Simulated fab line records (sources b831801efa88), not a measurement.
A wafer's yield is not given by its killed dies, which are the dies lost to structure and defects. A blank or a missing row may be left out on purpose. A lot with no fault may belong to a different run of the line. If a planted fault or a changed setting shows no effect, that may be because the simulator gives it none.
Which of the tools did it? | flow gf180mcu | 13 lots with 39 wafers sampled at 5 steps, on a route of 602 steps

## WHAT EACH GAUGE READ, for each wafer
GF_STI_THK_MEAS_02. Usual: for STI_OXIDATION_THK the level is 10.01 nm and the standard deviation is 0.2.
lot  | measured    | on            | STI_OXIDATION_THK (nm) | flag
L918 | day 1 12:16 | film_metro-01 | 9.86 9.63 9.76         |
L919 | day 1 16:32 | film_metro-02 | 10.12 9.85 9.99        |
L921 | day 2 03:44 | film_metro-02 | 10.12 9.99 9.92        |
L922 | day 2 07:31 | film_metro-02 | 10.08 9.98 9.94        |
L923 | day 2 13:04 | film_metro-01 | 9.78 9.92 9.86         |
L924 | day 2 17:32 | film_metro-01 | 9.98 9.81 9.91         |
L927 | day 3 08:43 | film_metro-01 | 9.74 9.84 9.83         |
L931 | day 4 05:22 | film_metro-02 | 10.08 10.15 10.04      |
L932 | day 4 09:31 | film_metro-02 | 10.10 10.20 9.95       |
L933 | day 4 14:35 | film_metro-01 | 9.82 9.98 9.91         |
L936 | day 5 05:31 | film_metro-02 | 10.25 10.34 10.19      |
L938 | day 5 15:31 | film_metro-03 | 10.16 10.08 10.11      |
L939 | day 5 20:31 | film_metro-02 | 10.29 10.13 10.43      |

GF_STI_THK_MEAS_24. Usual: for STI_CVD_23_THK the level is 650 nm and the standard deviation is 5.7.
lot  | measured    | on            | STI_CVD_23_THK (nm) | flag
L918 | day 2 04:54 | film_metro-01 | 654 665 652         |
L919 | day 2 10:23 | film_metro-02 | 642 641 645         |
L921 | day 2 19:15 | film_metro-01 | 653 650 651         |
L922 | day 3 00:15 | film_metro-01 | 643 644 644         |
L923 | day 3 08:20 | film_metro-01 | 651 657 651         |
L924 | day 3 09:29 | film_metro-02 | 650 651 654         |
L927 | day 4 04:11 | film_metro-02 | 650 648 647         |
L931 | day 4 23:02 | film_metro-03 | 644 640 651         |
L932 | day 5 03:43 | film_metro-01 | 658 942 653         | OFF
L933 | day 5 08:30 | film_metro-02 | 652 646 646         |
L936 | day 5 23:35 | film_metro-03 | 639 653 947         | OFF
L938 | day 6 09:56 | film_metro-02 | 642 649 645         |
L939 | day 6 15:49 | film_metro-02 | 655 647 658         |

GF_STI_THK_MEAS_30. Usual: for STI_OXIDATION_02_THK the level is 10.11 nm and the standard deviation is 0.22.
lot  | measured    | on            | STI_OXIDATION_02_THK (nm) | flag
L918 | day 2 07:15 | film_metro-01 | 9.53 9.70 9.53            |
L919 | day 2 13:37 | film_metro-02 | 10.06 9.94 9.89           |
L921 | day 2 21:35 | film_metro-02 | 10.01 10.05 10.19         |
L922 | day 3 04:14 | film_metro-01 | 10.31 10.39 10.31         |
L923 | day 3 10:41 | film_metro-02 | 10.02 10.01 9.99          |
L924 | day 3 11:50 | film_metro-01 | 10.51 10.46 10.52         |
L927 | day 4 07:00 | film_metro-01 | 10.41 10.35 10.33         |
L931 | day 5 01:55 | film_metro-01 | 9.82 9.66 9.81            |
L932 | day 5 06:38 | film_metro-03 | 9.89 9.93 9.79            |
L933 | day 5 12:34 | film_metro-03 | 10.30 10.25 10.13         |
L936 | day 6 02:47 | film_metro-01 | 10.14 10.16 10.17         |
L938 | day 6 13:10 | film_metro-01 | 10.02 9.88 9.86           |
L939 | day 6 18:17 | film_metro-02 | 9.85 9.75 9.84            |

## WHICH TOOL RAN EACH LOT (tool, then ch and the chambers of the sampled wafers, then the start)
lot  | GF_STI_CVD_23                   | GF_STI_CMP_25
L918 | hdpcvd-01 ch 0,1,2, day 2 04:50 | cmp-01 ch 0,1, day 2 04:58
L919 | hdpcvd-01 ch 0,1, day 2 10:17   | cmp-02 ch 0,1, day 2 10:25
L921 | hdpcvd-01 ch 0,1,2, day 2 19:10 | cmp-02 ch 0,2,3, day 2 19:22
L922 | hdpcvd-01 ch 1,2, day 3 00:11   | cmp-02 ch 0,1,3, day 3 00:22
L923 | hdpcvd-01 ch 1,2, day 3 08:16   | cmp-02 ch 2,3, day 3 08:24
L924 | hdpcvd-01 ch 0,1,2, day 3 09:23 | cmp-02 ch 1,2,3, day 3 09:31
L927 | hdpcvd-01 ch 0,1, day 4 04:02   | cmp-02 ch 1,2, day 4 04:43
L931 | hdpcvd-01 ch 0,2, day 4 22:57   | cmp-02 ch 0,2,3, day 4 23:05
L932 | hdpcvd-01 ch 0,1,2, day 5 03:38 | cmp-02 ch 0,2, day 5 03:50
L933 | hdpcvd-02 ch 1,2, day 5 08:26   | cmp-02 ch 1,2,3, day 5 08:40
L936 | hdpcvd-01 ch 0,1, day 5 23:30   | cmp-01 ch 1,2,3, day 5 23:44
L938 | hdpcvd-02 ch 0,1,2, day 6 09:52 | cmp-01 ch 0,1,2, day 6 10:10
L939 | hdpcvd-02 ch 0,1, day 6 15:42   | cmp-01 ch 1,2,3, day 6 15:59
- GF_STI_CVD_23: deposits SiO2, target thk 650 nm, time 108.3 s.
- GF_STI_CMP_25: polishes, stops on Si3N4, t overpolish 33 s, target thk 524.6 nm.

## WHAT THE TOOLS THEMSELVES READ (means of the sampled wafers that have a number; where no wafer has one, the mark that the record gives instead)
GF_STI_CMP_25. Usual: motor_current_A 12.1 A, standard deviation 0.91; time_to_endpoint_s 121 s, standard deviation 3.8.
lot  | tool   | motor_current_A (A) | time_to_endpoint_s (s) | flag
L918 | cmp-01 | 11.6                | 120                    |
L919 | cmp-02 | 12.2                | 121                    |
L921 | cmp-02 | 12.0                | 120                    |
L922 | cmp-02 | 12.3                | 116                    |
L923 | cmp-02 | 11.3                | 120                    |
L924 | cmp-02 | 11.8                | 123                    |
L927 | cmp-02 | 11.2                | 120                    |
L931 | cmp-02 | 11.6                | 125                    |
L932 | cmp-02 | 10.9                | 139                    | OFF
L933 | cmp-02 | 12.0                | 125                    |
L936 | cmp-01 | 12.5                | 139                    | OFF
L938 | cmp-01 | 12.3                | 115                    |
L939 | cmp-01 | 12.6                | 118                    |

## THE ANSWER, worked out from the rows above alone
Rule: a lot is off if the mean of its wafers that have a number lies more than 3 standard deviations from the usual mean. Also off: a lot with no number at a reading for which 4 or more lots have one. All remaining lots with rows at the step are treated as sound. The gauges are gone through in route order, then the tools' own readings, and for those a lot's mean is taken as printed above. At the first step where some lot is off, the reading lying furthest off is the one used; lots without a number count as furthest.
Off: L932, L936, at GF_STI_THK_MEAS_24 (STI_CVD_23_THK).
A tool fits if, at a process step before that reading, it ran every lot that is off, and no sound lot after the first of them. Not tried: the gauges at GF_STI_THK_MEAS_24; whatever is off there is also off at GF_STI_CMP_25, on other tools, and gauge error can't account for it. One fits: GF_STI_CVD_23 on hdpcvd-01. Its last sound lot is L931 (day 4 22:57), its first lot that is off L932 (day 5 03:38): a fault that began between those two fits.

## WHAT THE SIMULATOR PUT IN
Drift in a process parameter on hdpcvd-01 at GF_STI_CVD_23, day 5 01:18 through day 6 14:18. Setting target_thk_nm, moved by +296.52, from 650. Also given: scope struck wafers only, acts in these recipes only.
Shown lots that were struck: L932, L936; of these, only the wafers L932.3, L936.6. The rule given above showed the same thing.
